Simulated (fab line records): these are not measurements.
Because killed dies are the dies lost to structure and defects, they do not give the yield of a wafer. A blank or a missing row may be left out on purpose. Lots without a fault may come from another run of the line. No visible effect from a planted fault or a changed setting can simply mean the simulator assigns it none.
Matching of chambers ; flow sky130 ; rie-si-02 running SKY_FIELD_ISO_ETCH_17: 4 sister chambers
The step etches Si in HBr/Cl2/O2, target depth 342 nm, time 97.7 s. 7 wafers are shown with their chamber, then 8 later ones without.

== WAFERS PAIRED WITH THEIR CHAMBERS ==
wafer;chamber;drypump-motor-current-A (A);throttle-valve-pct (%)
L112.6;2;5.7;25.672
L115.5;0;5.7;25.645
L120.4;0;5.7;25.640
L123.2;3;5.0;25.645
L123.4;1;5.0;25.661
L123.6;1;5.0;25.672
L124.1;3;5.1;25.654

== WAFERS MISSING THEIR CHAMBER ==
wafer;drypump-motor-current-A (A);throttle-valve-pct (%)
L124.2;5.7;25.671
L124.3;5.0;25.643
L128.2;5.0;25.657
L128.4;5.7;25.650
L128.5;5.7;25.670
L131.1;5.7;25.644
L131.2;5.7;25.662
L131.5;5.7;25.651

== CHAMBER TAKEN BY EACH ==
wafer;from the rows above;in truth
L124.2;2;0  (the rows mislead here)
L124.3;3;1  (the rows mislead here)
L128.2;can't be placed: 1 or 3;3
L128.4;0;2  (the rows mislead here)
L128.5;2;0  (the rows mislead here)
L131.1;0;0
L131.2;can't be placed: 2 or 0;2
L131.5;0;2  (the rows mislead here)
Correct placement for 1 of the 8. Cannot be placed on the basis of these rows: 2; the candidates contain the true chamber in 2. Wrongly placed: 5.
How it was worked out, from the rows above alone: a wafer's distance from a chamber is the root of the sum, over the readings, of the square of ((its reading less the chamber's mean) divided by the reading's scatter). The wafer belongs to the nearest chamber; if the next one is less than 2 further off, it can't be placed. A chamber's mean is the mean of its shown wafers. The scatter is the square root of a quotient: the sum, over the shown wafers, of each reading's squared deviation from its chamber's mean, divided by wafers minus chambers.
